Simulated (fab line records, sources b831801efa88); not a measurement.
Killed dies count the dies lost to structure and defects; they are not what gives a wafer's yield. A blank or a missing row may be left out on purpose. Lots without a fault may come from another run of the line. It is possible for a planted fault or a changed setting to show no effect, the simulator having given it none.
Which of the tools did it? -- flow gf180mcu -- Sampling: 7 lots, 21 wafers, 4 of 602 route steps

WHAT THE GAUGES READ, wafer by wafer
GF_M4_THK_MEAS_06: measures by xrf.
lot,measured,on,M4_ALCU_THK (nm)
L153,day 23 23:05,film metro-02,441 451 434
L161,day 26 19:37,film metro-02,506 497 500
L163,day 27 13:25,film metro-02,445 449 447
L165,day 28 00:52,film metro-01,445 451 446
L167,day 28 16:02,film metro-01,444 449 441
L170,day 29 06:59,film metro-01,451 451 443
L172,day 29 17:01,film metro-02,442 439 440

WHAT TOOL EACH LOT RAN ON (gives the tool, then ch and the chambers of the sampled wafers, and finally the start)
lot,GF_M2_SPUTTER_00,GF_V3_CVD_02,GF_M4_SPUTTER_04
L153,"pvd sputter-01, day 19 18:16","pecvd-02 ch 0,1,2, day 22 22:07","pvd sputter-01, day 23 22:56"
L161,"pvd sputter-03, day 22 19:32","pecvd-03 ch 1,2, day 25 20:13","pvd sputter-02, day 26 19:26"
L163,"pvd sputter-02, day 23 19:21","pecvd-03 ch 1,2, day 26 14:28","pvd sputter-02, day 27 13:14"
L165,"pvd sputter-03, day 24 06:59","pecvd-03 ch 1,2, day 27 02:26","pvd sputter-03, day 28 00:41"
L167,"pvd sputter-03, day 24 23:12","pecvd-01 ch 0,1,2, day 27 17:58","pvd sputter-03, day 28 15:52"
L170,"pvd sputter-03, day 25 17:04","pecvd-03 ch 1,2, day 28 09:45","pvd sputter-02, day 29 06:50"
L172,"pvd sputter-02, day 26 03:32","pecvd-02 ch 0,2, day 28 19:19","pvd sputter-02, day 29 16:50"
- GF_M2_SPUTTER_00: material Ti, target thk 37.5 nm, time 150 s.
- GF_V3_CVD_02: deposits SiO2 from TEOS, target thk 850 nm, time 94.851 s.
- GF_M4_SPUTTER_04: material TiN, target thk 50 nm, time 41.7 s.

THE ANSWER, worked out from the rows above alone
Rule: usual is defined by the lots themselves. The widest of any qualifying gaps counts: lots, ordered by their means at a reading, are off when they make up no more than a third of the lots, leave a main group of 4 or more, and stand apart from it by 3 or more times the standard deviation of that group's means. A main group whose means are all the same, to the digits that the tables above print for the reading, isn't used. A lot without any number at a reading at which 4 lots or more have one is off too. Where the step has rows for the other lots, those lots are counted as sound.
Off: L161, seen at GF_M4_THK_MEAS_06 (M4_ALCU_THK). For the main group the mean is 445 nm and the standard deviation 2.9.
If a tool, at a process step before that reading, ran all the lots that are off and no sound lot after the first of them, it fits. Gauges at GF_M4_THK_MEAS_06: tried the same way as those tools. Of those tried, none fits.

WHAT WAS PUT IN BY THE SIMULATOR
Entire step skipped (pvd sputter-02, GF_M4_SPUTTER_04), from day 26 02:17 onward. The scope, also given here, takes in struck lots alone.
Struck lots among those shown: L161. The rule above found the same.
